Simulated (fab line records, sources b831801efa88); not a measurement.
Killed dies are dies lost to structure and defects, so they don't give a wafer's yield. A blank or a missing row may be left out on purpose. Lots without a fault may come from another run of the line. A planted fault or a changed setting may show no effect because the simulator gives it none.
A sampling plan put to the test | flow sky130 | one fab line, 19 faults that these records tell of, each judged on the records of the lots that it struck
The plan is the line's own looks: the steps of the route at which a gauge or an inspection reads the wafer and doesn't change it. A look can be judged if struck wafers have a number there and the file gives its usual mean and standard deviation on fault-free wafers. Caught: at a look after the fault's first step, the mean of the struck wafers lies 4 or more of those standard deviations (sigma) from the usual mean. On the tool: the same test on the tool's own readings at the fault's steps. Another recipe on the struck wafers, or a record that is blank for them alone, also counts as caught.

THE FAULTS, as the simulator had put them in
1. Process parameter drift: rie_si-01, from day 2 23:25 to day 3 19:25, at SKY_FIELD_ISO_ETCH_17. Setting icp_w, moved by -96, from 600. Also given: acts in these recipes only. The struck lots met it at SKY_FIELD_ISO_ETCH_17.
2. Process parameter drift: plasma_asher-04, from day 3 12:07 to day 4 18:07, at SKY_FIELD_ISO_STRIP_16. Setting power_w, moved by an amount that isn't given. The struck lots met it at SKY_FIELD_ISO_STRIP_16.
3. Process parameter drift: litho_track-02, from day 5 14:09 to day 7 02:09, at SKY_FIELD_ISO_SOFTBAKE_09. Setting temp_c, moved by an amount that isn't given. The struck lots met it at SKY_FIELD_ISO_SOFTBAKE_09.
4. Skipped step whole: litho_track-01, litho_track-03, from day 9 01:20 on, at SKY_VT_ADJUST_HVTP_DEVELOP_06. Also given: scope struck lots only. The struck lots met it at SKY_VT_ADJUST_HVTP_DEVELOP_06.
5. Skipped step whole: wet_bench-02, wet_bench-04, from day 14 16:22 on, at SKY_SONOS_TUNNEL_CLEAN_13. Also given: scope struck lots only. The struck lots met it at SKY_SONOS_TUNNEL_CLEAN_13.
6. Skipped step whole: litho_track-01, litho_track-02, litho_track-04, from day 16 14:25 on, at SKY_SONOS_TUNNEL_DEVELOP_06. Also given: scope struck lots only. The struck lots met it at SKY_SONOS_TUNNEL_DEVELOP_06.
7. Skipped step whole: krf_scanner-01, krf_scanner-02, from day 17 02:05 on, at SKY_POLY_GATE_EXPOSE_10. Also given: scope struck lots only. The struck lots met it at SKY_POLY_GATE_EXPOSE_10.
8. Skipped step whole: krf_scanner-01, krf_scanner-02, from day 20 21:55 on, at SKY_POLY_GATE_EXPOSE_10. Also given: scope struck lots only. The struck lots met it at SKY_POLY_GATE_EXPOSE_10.
9. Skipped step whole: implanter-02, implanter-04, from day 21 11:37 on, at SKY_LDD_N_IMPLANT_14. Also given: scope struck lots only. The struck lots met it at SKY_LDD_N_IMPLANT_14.
10. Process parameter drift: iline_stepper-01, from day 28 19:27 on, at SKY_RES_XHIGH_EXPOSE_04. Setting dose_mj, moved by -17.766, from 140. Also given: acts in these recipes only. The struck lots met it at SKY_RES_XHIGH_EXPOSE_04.
11. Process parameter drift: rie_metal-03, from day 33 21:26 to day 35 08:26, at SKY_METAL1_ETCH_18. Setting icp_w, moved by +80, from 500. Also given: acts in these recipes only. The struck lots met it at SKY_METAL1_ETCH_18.
12. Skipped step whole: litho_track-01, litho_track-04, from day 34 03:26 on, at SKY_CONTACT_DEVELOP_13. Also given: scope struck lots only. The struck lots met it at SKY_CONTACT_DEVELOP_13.
13. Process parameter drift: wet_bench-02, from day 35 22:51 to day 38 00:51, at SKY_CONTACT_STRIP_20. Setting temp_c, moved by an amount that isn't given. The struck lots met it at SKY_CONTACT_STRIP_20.
14. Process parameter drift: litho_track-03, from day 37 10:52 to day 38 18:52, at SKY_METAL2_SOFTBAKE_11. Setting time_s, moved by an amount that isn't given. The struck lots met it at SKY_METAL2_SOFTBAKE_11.
15. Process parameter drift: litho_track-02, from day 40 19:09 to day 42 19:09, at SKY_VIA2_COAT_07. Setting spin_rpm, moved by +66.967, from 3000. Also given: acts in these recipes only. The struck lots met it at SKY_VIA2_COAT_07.
16. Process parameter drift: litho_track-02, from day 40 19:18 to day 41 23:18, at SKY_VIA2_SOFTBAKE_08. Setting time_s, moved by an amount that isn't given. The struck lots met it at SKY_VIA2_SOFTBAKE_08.
17. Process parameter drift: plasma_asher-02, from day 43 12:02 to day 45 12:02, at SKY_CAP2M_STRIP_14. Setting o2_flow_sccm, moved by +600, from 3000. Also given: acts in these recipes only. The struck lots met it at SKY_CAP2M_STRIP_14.
18. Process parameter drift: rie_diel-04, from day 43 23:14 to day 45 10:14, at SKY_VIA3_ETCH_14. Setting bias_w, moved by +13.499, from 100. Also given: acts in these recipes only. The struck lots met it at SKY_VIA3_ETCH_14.
19. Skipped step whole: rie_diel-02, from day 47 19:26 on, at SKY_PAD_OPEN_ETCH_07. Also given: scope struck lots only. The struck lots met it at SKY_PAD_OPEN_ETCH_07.

WHAT THE PLAN SAW
fault | on the tool itself                               | first look that catches it                      | reading, sigma | median hours from its first step to that look | hours from the fault's start to the first struck lot there | judged looks passed uncaught
1     | rf_fwd_power_W -50 sigma                         | none of the 2 looks that can be judged after it | -              | -                                             | -                                                          | 2
2     | strip_time_to_endpoint_s -6.0 sigma              | none of the 2 looks that can be judged after it | -              | -                                             | -                                                          | 2
3     | plate_temp_C -14 sigma                           | not the one look that can be judged after it    | -              | -                                             | -                                                          | 1
4     | the tool's record is blank for the struck wafers | none of the 2 looks that can be judged after it | -              | -                                             | -                                                          | 2
5     | the tool's record is blank for the struck wafers | not the one look that can be judged after it    | -              | -                                             | -                                                          | 1
6     | the tool's record is blank for the struck wafers | no look after it can be judged                  | -              | -                                             | -                                                          | 0
7     | no reading that can be judged                    | no look after it can be judged                  | -              | -                                             | -                                                          | 0
8     | no reading that can be judged                    | no look after it can be judged                  | -              | -                                             | -                                                          | 0
9     | the tool's record is blank for the struck wafers | no look after it can be judged                  | -              | -                                             | -                                                          | 0
10    | exposure_dose_mJ_cm2 -99 or beyond sigma         | no look after it can be judged                  | -              | -                                             | -                                                          | 0
11    | rf_fwd_power_W +50 sigma                         | not the one look that can be judged after it    | -              | -                                             | -                                                          | 1
12    | the tool's record is blank for the struck wafers | no look after it can be judged                  | -              | -                                             | -                                                          | 0
13    | temp_c -30 sigma                                 | not the one look that can be judged after it    | -              | -                                             | -                                                          | 1
14    | run_length_s +46 sigma                           | no look after it can be judged                  | -              | -                                             | -                                                          | 0
15    | spin_speed_rpm +34 sigma                         | not the one look that can be judged after it    | -              | -                                             | -                                                          | 1
16    | run_length_s -26 sigma                           | not the one look that can be judged after it    | -              | -                                             | -                                                          | 1
17    | o2_flow_sccm +64 sigma                           | no look after it can be judged                  | -              | -                                             | -                                                          | 0
18    | bias_w +46 sigma                                 | not the one look that can be judged after it    | -              | -                                             | -                                                          | 1
19    | the tool's record is blank for the struck wafers | no look after it can be judged                  | -              | -                                             | -                                                          | 0
A dash: the fault isn't caught, or these records don't give the number.

Caught at a look: 0 of 19. Caught on the tool: 17 of 19. By one or the other: 17 of 19.
Caught on the tool alone: faults 1, 2, 3, 4, 5, 6, 9, 10, 11, 12, 13, 14, 15, 16, 17, 18, 19.
Caught by neither: faults 7, 8.
